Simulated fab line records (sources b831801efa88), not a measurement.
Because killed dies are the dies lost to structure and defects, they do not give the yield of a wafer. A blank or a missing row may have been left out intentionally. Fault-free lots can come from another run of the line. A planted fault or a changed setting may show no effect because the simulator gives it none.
fab line records + flow sky130
record:
- lots: 14
- wafers: 42
- last_day: 50
route steps=708 shown FIELD_ISO@17 DNWELL@43 VT_ADJUST_NCORE@126 GATE_OXIDE@194
lots that met no fault: taken from a fault-free run of the same line
start_h: hours from the record's first day to the start of the lot's first wafer shown + wait_h: time in hours since the lot's previous step + " as in the row above + L1.1+2: a single row standing in for several wafers + - value missing, or start not given + * or withheld: withheld + < > ~ a bound
route shown NAME@n: names a module that has steps shown in the file, with the first one's number in the route + usual: average and standard deviation across the fault-free wafers + same: alike in all rows + chamber/n: place in a boat + sites: readings site by site + _std_site: the standard deviation of these + _edge_site: inner sites' mean taken away from outer sites' mean + radius_mm: how far each site lies from the wafer's centre + mask NAME#n: copy n + behind: the tool/chamber that last shaped the wafer + hold: the reason the lot was held/the length of the hold in hours/how it ended + device: names the non-switching transistor (n, p or np) + end of line: tests run on the same wafers once the route is complete + step lacking rows: just its recipe + killed: not the wafer's yield, but the dies lost to structure and defects at the first sort + map: a wafer's dies, x killed, . not, _ none there
set.NAME: setting as actually run; set.NAME@STEP: the setting as run at that earlier step + model.NAME: the simulator's own value behind a step, which no gauge read
route steps across a sampled set of lots; one table per step, one row per wafer
services: from which hour (start_h, from the record's first day; less than 0 if before it) a tool's chamber was out of use, for how many hours, and why
== steps ==
step: SKY_FIELD_ISO_STRIP_16
recipe:
- chemistry: O2/N2
- power_w: 1400
- pressure_mtorr: 1500
- platen_temp_c: withheld
- o2_flow_sccm: 3000
- n2_flow_sccm: 300
- overash_fraction: 0.5
usual:
- drypump_motor_current_A: 5.57/0.27
- oes_product_au: 0.378/0.0047
- strip_time_to_endpoint_s: 3.57/0.047
| lot.wafer | tool            | chamber | start_h | wait_h | drypump_motor_current_A | oes_product_au | rf_hours_counter_h | strip_time_to_endpoint_s |
|-----------|-----------------|---------|---------|--------|-------------------------|----------------|--------------------|--------------------------|
| L682.1    | plasma_asher-03 | 0       | 35.25   | 0.0    | 5.26                    | 0.380          | 22                 | 3.56                     |
| L682.5    | "               | 1       | "       | "      | 5.76                    | 0.374          | -                  | 3.56                     |
| L682.6    | "               | 0       | "       | "      | 5.26                    | 0.387          | -                  | 3.57                     |
| L683.2    | plasma_asher-04 | 0       | 41.20   | 0.0    | 5.64                    | 0.376          | 39                 | 3.56                     |
| L683.3    | "               | 1       | "       | "      | 5.98                    | 0.377          | -                  | 3.60                     |
| L683.5    | "               | 1       | "       | "      | 5.93                    | 0.377          | -                  | 3.57                     |
| L685.1    | plasma_asher-03 | 1       | 50.78   | 0.0    | 5.76                    | 0.383          | 24                 | 3.61                     |
| L685.4    | "               | 0       | "       | "      | 5.25                    | 0.373          | -                  | 3.51                     |
| L685.6    | "               | 1       | "       | "      | 5.74                    | 0.376          | -                  | 3.48                     |
| L691.3    | plasma_asher-03 | 1       | 81.73   | 0.1    | 5.72                    | 0.389          | -                  | 3.58                     |
| L691.5    | "               | 0       | "       | "      | 5.26                    | 0.380          | -                  | 3.59                     |
| L691.6    | "               | 1       | "       | "      | 5.73                    | 0.377          | -                  | 3.67                     |
| L692.3    | plasma_asher-03 | 1       | 86.91   | 0.1    | 5.71                    | 0.382          | -                  | 3.57                     |
| L692.5    | "               | 1       | "       | "      | 5.74                    | 0.373          | -                  | 3.56                     |
| L692.6    | "               | 0       | "       | "      | 5.29                    | 0.383          | -                  | 3.63                     |
| L694.1    | plasma_asher-03 | 0       | 98.28   | 0.0    | 5.28                    | 0.386          | 29                 | 3.59                     |
| L694.2    | "               | 1       | "       | "      | 5.78                    | 0.387          | 29                 | 3.64                     |
| L694.4    | "               | 0       | "       | "      | 5.28                    | 0.381          | -                  | 3.61                     |
| L695.2    | plasma_asher-02 | 0       | 100.85  | 0.0    | 5.77                    | 0.381          | 39                 | 3.59                     |
| L695.3    | "               | 0       | "       | "      | 5.79                    | 0.374          | -                  | 3.51                     |
| L695.6    | "               | 1       | "       | "      | 5.20                    | 0.369          | -                  | 3.49                     |
| L696.4    | plasma_asher-03 | 0       | 107.56  | 0.1    | 5.28                    | 0.379          | -                  | 3.62                     |
| L696.5    | "               | 0       | "       | "      | 5.28                    | 0.386          | -                  | 3.67                     |
| L696.6    | "               | 1       | "       | "      | 5.75                    | 0.370          | -                  | 3.58                     |
| L697.1    | plasma_asher-02 | 1       | 112.93  | 0.0    | 5.19                    | 0.379          | 41                 | 3.55                     |
| L697.2    | "               | 0       | "       | "      | 5.76                    | 0.385          | 41                 | 3.58                     |
| L697.5    | "               | 0       | "       | "      | 5.76                    | 0.375          | -                  | 3.54                     |
| L698.3    | plasma_asher-03 | 1       | 118.61  | 0.1    | 5.74                    | 0.376          | -                  | 3.59                     |
| L698.4    | "               | 0       | "       | "      | 5.26                    | 0.380          | -                  | 3.59                     |
| L698.6    | "               | 1       | "       | "      | 5.71                    | 0.379          | -                  | 3.58                     |
| L700.1    | plasma_asher-04 | 1       | 128.43  | 0.0    | 5.94                    | 0.385          | 47                 | 3.53                     |
| L700.2    | "               | 0       | "       | "      | 5.67                    | 0.381          | 47                 | 3.57                     |
| L700.6    | "               | 1       | "       | "      | 5.96                    | 0.387          | -                  | 3.63                     |
| L702.2    | plasma_asher-02 | 0       | 136.88  | 0.0    | 5.76                    | 0.379          | 43                 | 3.58                     |
| L702.4    | "               | 0       | "       | "      | 5.77                    | 0.374          | -                  | 3.52                     |
| L702.5    | "               | 0       | "       | "      | 5.75                    | 0.383          | -                  | 3.61                     |
| L701.1    | plasma_asher-02 | 1       | 138.15  | 0.0    | 5.27                    | 0.373          | 43                 | 3.63                     |
| L701.5    | "               | 0       | "       | "      | 5.79                    | 0.381          | -                  | 3.54                     |
| L701.6    | "               | 1       | "       | "      | 5.25                    | 0.376          | -                  | 3.56                     |
| L703.3    | plasma_asher-02 | 1       | 144.53  | 0.1    | 5.25                    | 0.375          | -                  | 3.54                     |
| L703.4    | "               | 0       | "       | "      | 5.76                    | 0.376          | -                  | 3.44                     |
| L703.6    | "               | 0       | "       | "      | 5.78                    | 0.381          | -                  | 3.53                     |
step: SKY_DNWELL_STRIP_08
recipe:
- chemistry: O2/N2
- power_w: 1400
- pressure_mtorr: 1500
- platen_temp_c: withheld
- o2_flow_sccm: 3000
- n2_flow_sccm: 300
- overash_fraction: 0.5
usual:
- drypump_motor_current_A: 5.62/0.2
- oes_product_au: 0.722/0.0044
- strip_time_to_endpoint_s: 36.97/0.12
| lot.wafer | tool            | chamber | start_h | wait_h | drypump_motor_current_A | oes_product_au | rf_hours_counter_h | strip_time_to_endpoint_s |
|-----------|-----------------|---------|---------|--------|-------------------------|----------------|--------------------|--------------------------|
| L682.1    | plasma_asher-01 | 1       | 59.46   | 0.1    | 5.47                    | 0.724          | 38                 | 37.01                    |
| L682.5    | "               | 1       | "       | "      | 5.46                    | 0.721          | -                  | 36.95                    |
| L682.6    | "               | 0       | "       | "      | 5.57                    | 0.722          | -                  | 36.95                    |
| L683.2    | plasma_asher-01 | 1       | 70.68   | 0.1    | 5.46                    | 0.722          | 39                 | 37.23                    |
| L683.3    | "               | 0       | "       | "      | 5.59                    | 0.723          | -                  | 37.20                    |
| L683.5    | "               | 0       | "       | "      | 5.58                    | 0.727          | -                  | 37.24                    |
| L685.1    | plasma_asher-01 | 1       | 76.26   | 0.1    | 5.45                    | 0.723          | 40                 | 36.94                    |
| L685.4    | "               | 1       | "       | "      | 5.46                    | 0.727          | -                  | 36.91                    |
| L685.6    | "               | 0       | "       | "      | 5.55                    | 0.717          | -                  | 37.00                    |
| L691.3    | plasma_asher-03 | 1       | 106.85  | 0.1    | 5.74                    | 0.716          | -                  | 36.92                    |
| L691.5    | "               | 0       | "       | "      | 5.26                    | 0.727          | -                  | 37.03                    |
| L691.6    | "               | 1       | "       | "      | 5.79                    | 0.720          | -                  | 37.06                    |
| L692.3    | plasma_asher-03 | 1       | 110.55  | 0.1    | 5.73                    | 0.734          | -                  | 36.80                    |
| L692.5    | "               | 0       | "       | "      | 5.28                    | 0.712          | -                  | 36.75                    |
| L692.6    | "               | 1       | "       | "      | 5.78                    | 0.724          | -                  | 36.91                    |
| L694.1    | plasma_asher-01 | 1       | 123.61  | 0.1    | 5.47                    | 0.723          | 1                  | 36.80                    |
| L694.2    | "               | 0       | "       | "      | 5.56                    | 0.721          | 1                  | 36.95                    |
| L694.4    | "               | 1       | "       | "      | 5.45                    | 0.724          | -                  | 36.86                    |
| L695.2    | plasma_asher-04 | 0       | 132.12  | 0.1    | 5.67                    | 0.716          | 47                 | 36.97                    |
| L695.3    | "               | 0       | "       | "      | 5.66                    | 0.720          | -                  | 37.00                    |
| L695.6    | "               | 0       | "       | "      | 5.66                    | 0.729          | -                  | 37.06                    |
| L696.4    | plasma_asher-04 | 0       | 143.71  | 0.1    | 5.64                    | 0.730          | -                  | 37.17                    |
| L696.5    | "               | 1       | "       | "      | 5.95                    | 0.719          | -                  | 37.09                    |
| L696.6    | "               | 0       | "       | "      | 5.67                    | 0.721          | -                  | 37.16                    |
| L698.3    | plasma_asher-01 | 1       | 146.85  | 0.1    | 5.47                    | 0.719          | -                  | 36.98                    |
| L698.4    | "               | 0       | "       | "      | 5.57                    | 0.716          | -                  | 36.89                    |
| L698.6    | "               | 1       | "       | "      | 5.45                    | 0.718          | -                  | 36.99                    |
| L697.1    | plasma_asher-01 | 0       | 147.51  | 0.1    | 5.56                    | 0.731          | 4                  | 36.90                    |
| L697.2    | "               | 1       | "       | "      | 5.43                    | 0.726          | 4                  | 36.94                    |
| L697.5    | "               | 1       | "       | "      | 5.46                    | 0.725          | -                  | 36.99                    |
| L700.1    | plasma_asher-04 | 0       | 156.87  | 0.1    | 5.65                    | 0.716          | 51                 | 36.94                    |
| L700.2    | "               | 1       | "       | "      | 5.93                    | 0.724          | 51                 | 36.99                    |
| L700.6    | "               | 1       | "       | "      | 5.94                    | 0.718          | -                  | 36.98                    |
| L702.2    | plasma_asher-04 | 0       | 162.96  | 0.1    | 5.68                    | 0.722          | 51                 | 37.07                    |
| L702.4    | "               | 0       | "       | "      | 5.66                    | 0.722          | -                  | 37.07                    |
| L702.5    | "               | 0       | "       | "      | 5.68                    | 0.723          | -                  | 37.20                    |
| L701.1    | plasma_asher-03 | 0       | 163.33  | 0.1    | 5.26                    | 0.722          | 33                 | 36.83                    |
| L701.5    | "               | 0       | "       | "      | 5.26                    | 0.724          | -                  | 36.89                    |
| L701.6    | "               | 1       | "       | "      | 5.76                    | 0.716          | -                  | 36.80                    |
| L703.3    | plasma_asher-04 | 1       | 170.66  | 0.1    | 5.94                    | 0.730          | -                  | 36.92                    |
| L703.4    | "               | 0       | "       | "      | 5.65                    | 0.720          | -                  | 36.79                    |
| L703.6    | "               | 0       | "       | "      | 5.65                    | 0.723          | -                  | 36.90                    |
step: SKY_VT_ADJUST_NCORE_CD_MEAS_07
recipe:
- target_cd_nm: 380
usual:
- cd_nm: 379.4/2.6
| lot.wafer | tool      | chamber | start_h | wait_h | cd_nm |
|-----------|-----------|---------|---------|--------|-------|
| L682.1    | cd_sem-02 | -       | 189.12  | 0.1    | 379.7 |
| L682.5    | "         | -       | "       | "      | 382.2 |
| L682.6    | "         | -       | "       | "      | 381.0 |
| L683.2    | cd_sem-02 | -       | 203.30  | 0.1    | 377.3 |
| L683.3    | "         | -       | "       | "      | 377.7 |
| L683.5    | "         | -       | "       | "      | 378.0 |
| L685.1    | cd_sem-01 | -       | 210.97  | 0.1    | 373.8 |
| L685.4    | "         | -       | "       | "      | 373.1 |
| L685.6    | "         | -       | "       | "      | 374.1 |
| L691.3    | cd_sem-01 | -       | 253.97  | 0.1    | 376.7 |
| L691.5    | "         | -       | "       | "      | 377.9 |
| L691.6    | "         | -       | "       | "      | 379.1 |
| L692.3    | cd_sem-01 | -       | 257.82  | 0.1    | 377.4 |
| L692.5    | "         | -       | "       | "      | 376.4 |
| L692.6    | "         | -       | "       | "      | 379.1 |
| L694.1    | cd_sem-01 | -       | 275.03  | 0.1    | 383.4 |
| L694.2    | "         | -       | "       | "      | 382.5 |
| L694.4    | "         | -       | "       | "      | 382.0 |
| L695.2    | cd_sem-01 | -       | 285.50  | 0.2    | 378.5 |
| L695.3    | "         | -       | "       | "      | 378.2 |
| L695.6    | "         | -       | "       | "      | 379.7 |
| L696.4    | cd_sem-01 | -       | 302.04  | 0.1    | 382.3 |
| L696.5    | "         | -       | "       | "      | 379.0 |
| L696.6    | "         | -       | "       | "      | 378.6 |
| L698.3    | cd_sem-01 | -       | 305.61  | 0.1    | 378.8 |
| L698.4    | "         | -       | "       | "      | 377.3 |
| L698.6    | "         | -       | "       | "      | 376.6 |
| L697.1    | cd_sem-01 | -       | 306.48  | 0.1    | 378.9 |
| L697.2    | "         | -       | "       | "      | 379.2 |
| L697.5    | "         | -       | "       | "      | 381.6 |
| L700.1    | cd_sem-01 | -       | 318.13  | 0.1    | 377.9 |
| L700.2    | "         | -       | "       | "      | 381.0 |
| L700.6    | "         | -       | "       | "      | 380.1 |
| L702.2    | cd_sem-01 | -       | 325.05  | 0.1    | 380.1 |
| L702.4    | "         | -       | "       | "      | 382.4 |
| L702.5    | "         | -       | "       | "      | 382.6 |
| L701.1    | cd_sem-01 | -       | 327.58  | 0.1    | 381.4 |
| L701.5    | "         | -       | "       | "      | 382.6 |
| L701.6    | "         | -       | "       | "      | 379.8 |
| L703.3    | cd_sem-01 | -       | 333.91  | 0.1    | 382.6 |
| L703.4    | "         | -       | "       | "      | 380.0 |
| L703.6    | "         | -       | "       | "      | 380.8 |
step: SKY_GATE_OXIDE_EXPOSE_07
recipe:
- mask_id: LVOM
- na: 0.6
- source_shape: conventional
- sigma_outer: 0.6
- polarization: unpolarized
- target_cd_nm: 600
- dose_mj: 170
usual:
- exposure_dose_mJ_cm2: 170.01/0.16
- focus_offset_nm: 0.0/0.56
| lot.wafer | tool             | chamber | start_h | wait_h | mask   | exposure_dose_mJ_cm2 | focus_offset_nm |
|-----------|------------------|---------|---------|--------|--------|----------------------|-----------------|
| L682.1    | iline_stepper-01 | 0       | 301.85  | -      | LVOM#0 | 169.96               | -0.1            |
| L682.5    | "                | 0       | "       | "      | LVOM#0 | 170.06               | 1.1             |
| L682.6    | "                | 0       | "       | "      | LVOM#0 | 169.92               | -0.6            |
| L683.2    | iline_stepper-01 | 0       | 319.95  | -      | LVOM#0 | 169.72               | 0.0             |
| L683.3    | "                | 0       | "       | "      | LVOM#0 | 169.90               | 0.6             |
| L683.5    | "                | 0       | "       | "      | LVOM#0 | 169.93               | 1.0             |
| L685.1    | iline_stepper-01 | 0       | 332.97  | -      | LVOM#0 | 170.33               | 0.0             |
| L685.4    | "                | 0       | "       | "      | LVOM#0 | 170.12               | 0.9             |
| L685.6    | "                | 0       | "       | "      | LVOM#0 | 170.06               | 0.9             |
| L691.3    | iline_stepper-02 | -       | 384.43  | -      | LVOM#0 | -                    | -               |
| L691.5    | "                | -       | "       | "      | LVOM#0 | -                    | -               |
| L691.6    | "                | -       | "       | "      | LVOM#0 | -                    | -               |
| L692.3    | iline_stepper-01 | -       | 384.67  | -      | LVOM#0 | -                    | -               |
| L692.5    | "                | -       | "       | "      | LVOM#0 | -                    | -               |
| L692.6    | "                | -       | "       | "      | LVOM#0 | -                    | -               |
| L694.1    | iline_stepper-01 | 0       | 405.37  | -      | LVOM#0 | 170.07               | 0.3             |
| L694.2    | "                | 0       | "       | "      | LVOM#0 | 170.18               | -0.3            |
| L694.4    | "                | 0       | "       | "      | LVOM#0 | 169.89               | -0.1            |
| L695.2    | iline_stepper-01 | 0       | 416.19  | -      | LVOM#0 | 169.88               | -1.3            |
| L695.3    | "                | 0       | "       | "      | LVOM#0 | 170.18               | -0.5            |
| L695.6    | "                | 0       | "       | "      | LVOM#0 | 170.03               | -0.1            |
| L696.4    | iline_stepper-02 | 0       | 434.34  | -      | LVOM#0 | 169.94               | -1.2            |
| L696.5    | "                | 0       | "       | "      | LVOM#0 | 170.18               | -1.0            |
| L696.6    | "                | 0       | "       | "      | LVOM#0 | 170.01               | -0.5            |
| L698.3    | iline_stepper-01 | 0       | 439.47  | -      | LVOM#0 | 170.12               | 0.3             |
| L698.4    | "                | 0       | "       | "      | LVOM#0 | 169.93               | 0.0             |
| L698.6    | "                | 0       | "       | "      | LVOM#0 | 169.94               | -0.1            |
| L697.1    | iline_stepper-02 | 0       | 440.89  | -      | LVOM#0 | 170.16               | 0.0             |
| L697.2    | "                | 0       | "       | "      | LVOM#0 | 170.24               | 0.4             |
| L697.5    | "                | 0       | "       | "      | LVOM#0 | 169.99               | 0.4             |
| L700.1    | iline_stepper-02 | 0       | 456.22  | -      | LVOM#0 | 170.08               | -0.2            |
| L700.2    | "                | 0       | "       | "      | LVOM#0 | 169.98               | -0.4            |
| L700.6    | "                | 0       | "       | "      | LVOM#0 | 170.10               | -0.8            |
| L702.2    | iline_stepper-02 | 0       | 460.48  | -      | LVOM#0 | 170.08               | 0.1             |
| L702.4    | "                | 0       | "       | "      | LVOM#0 | 170.00               | 0.3             |
| L702.5    | "                | 0       | "       | "      | LVOM#0 | 169.84               | 0.4             |
| L701.1    | iline_stepper-02 | 0       | 464.60  | -      | LVOM#0 | 169.88               | -0.7            |
| L701.5    | "                | 0       | "       | "      | LVOM#0 | 170.01               | -0.3            |
| L701.6    | "                | 0       | "       | "      | LVOM#0 | 170.14               | -0.5            |
| L703.3    | iline_stepper-02 | 0       | 471.17  | -      | LVOM#0 | 170.06               | -0.3            |
| L703.4    | "                | 0       | "       | "      | LVOM#0 | 170.00               | -0.8            |
| L703.6    | "                | 0       | "       | "      | LVOM#0 | 169.95               | -0.5            |
== services ==
| tool             | chamber | start_h | hours | kind   |
|------------------|---------|---------|-------|--------|
| plasma_asher-04  | -       | 73.52   | 14.6  | pm     |
| plasma_asher-02  | -       | 79.76   | 3.7   | repair |
| plasma_asher-01  | -       | 108.79  | 9.0   | pm     |
| iline_stepper-01 | -       | 108.94  | 11.3  | repair |
| plasma_asher-03  | -       | 130.44  | 32.8  | pm     |
| iline_stepper-02 | -       | 146.17  | 1.7   | pm     |
| plasma_asher-02  | -       | 146.76  | 0.5   | repair |
| iline_stepper-01 | -       | 149.84  | 1.7   | pm     |
| iline_stepper-02 | -       | 155.34  | 1.0   | repair |
| plasma_asher-01  | -       | 191.64  | 2.0   | repair |
| plasma_asher-03  | -       | 195.75  | 4.3   | repair |
| plasma_asher-03  | -       | 342.79  | 1.5   | repair |
| plasma_asher-04  | -       | 349.62  | 0.7   | repair |
| plasma_asher-04  | -       | 358.22  | 2.4   | repair |
| iline_stepper-02 | -       | 364.35  | 1.7   | pm     |
| iline_stepper-01 | -       | 368.02  | 1.7   | pm     |
| iline_stepper-01 | -       | 391.75  | 2.1   | pm     |
| iline_stepper-02 | -       | 409.68  | 2.7   | repair |
| plasma_asher-04  | -       | 421.25  | 9.0   | pm     |
| iline_stepper-01 | -       | 422.34  | 2.0   | repair |
| plasma_asher-04  | -       | 432.81  | 1.9   | repair |
| plasma_asher-03  | -       | 447.78  | 2.5   | repair |
| iline_stepper-01 | -       | 448.95  | 22.1  | repair |
| iline_stepper-01 | -       | 471.06  | 8.9   | pm     |
== key ==
first_sign:
- step: SKY_GATE_OXIDE_EXPOSE_07
- reading: tool_record
- direction: missing
effect none on later readings
met_at SKY_GATE_OXIDE_EXPOSE_07
struck_lots L691,L692
later_rows_left_out L691.3,L691.5,L691.6,L692.3,L692.5,L692.6
sort_left_out L691.3,L691.5,L691.6,L692.3,L692.5,L692.6
tester_left_out L691,L692
not_acting_at SKY_FIELD_ISO_STRIP_16,SKY_DNWELL_STRIP_08,SKY_VT_ADJUST_NCORE_CD_MEAS_07
onset_between 332.97 384.43
fault:
- kind: skipped_step_whole
- tool: iline_stepper-01,iline_stepper-02
- chamber: -
- onset_h: 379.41
- steps: SKY_GATE_OXIDE_EXPOSE_07
- scope: struck_lots_only
tester_left_out: of these lots the tester's yield and bins aren't shown, on N5 and GAA mostly nor the transistor test; their killed dies are dies lost to structure and defects alone, not to doping, threshold or leakage, so they don't give the yield
sort_left_out: the simulated sort isn't trusted on such a fault, so these wafers' sort isn't shown, and their yield isn't known
later_rows_left_out: the simulator's readings of these wafers behind a module that went badly wrong aren't trusted and aren't shown, but for the sort
